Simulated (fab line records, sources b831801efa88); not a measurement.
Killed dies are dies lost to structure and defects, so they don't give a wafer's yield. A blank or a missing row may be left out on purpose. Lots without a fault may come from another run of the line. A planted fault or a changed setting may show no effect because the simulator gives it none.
Chamber matching | flow sky130 | SKY_FIELD_ISO_CMP_27 on cmp-01: 4 sister chambers
The step polishes, stops on Si3N4, t overpolish 16 s, target thk 457.8 nm. 8 wafers are shown with their chamber, then 7 later ones without.

WAFERS WITH THEIR CHAMBER
wafer  | chamber | motor_current_A (A) | overpolish_run_s (s)
L618.6 | 1       | 11.7                | 16.010
L619.2 | 1       | 11.7                | 16.008
L625.6 | 0       | 14.6                | 16.023
L626.1 | 0       | 15.0                | 16.011
L626.3 | 2       | 12.1                | 16.016
L626.4 | 3       | 12.6                | 16.014
L628.2 | 2       | 12.1                | 16.002
L628.4 | 3       | 13.0                | 16.014

WAFERS WITHOUT THEIR CHAMBER
wafer  | motor_current_A (A) | overpolish_run_s (s)
L628.6 | 15.7                | 15.983
L634.1 | 14.8                | 16.006
L634.2 | 12.5                | 15.998
L634.4 | 11.9                | 16.014
L637.2 | 11.8                | 15.994
L637.5 | 12.6                | 16.009
L637.6 | 11.9                | 16.009

WHICH CHAMBER EACH WENT THROUGH
wafer  | from the rows above          | in truth
L628.6 | 0                            | 0
L634.1 | 0                            | 0
L634.2 | can't be placed: 2 or 3 or 1 | 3
L634.4 | can't be placed: 2 or 1      | 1
L637.2 | can't be placed: 1 or 2      | 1
L637.5 | can't be placed: 3 or 2      | 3
L637.6 | can't be placed: 2 or 1      | 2
Placed correctly: 2 of 7. Can't be placed from these rows: 5 (the true chamber is among the candidates in 5). Placed wrongly: 0.
How it was worked out, from the rows above alone: a wafer's distance from a chamber is the root of the sum, over the readings, of the square of ((its reading less the chamber's mean) divided by the reading's scatter). The wafer belongs to the nearest chamber; if the next one is less than 2 further off, it can't be placed. A chamber's mean is the mean of its shown wafers. The scatter: the root of (the sum of the squares of (reading less its chamber's mean) over the shown wafers, divided by (wafers less chambers)).
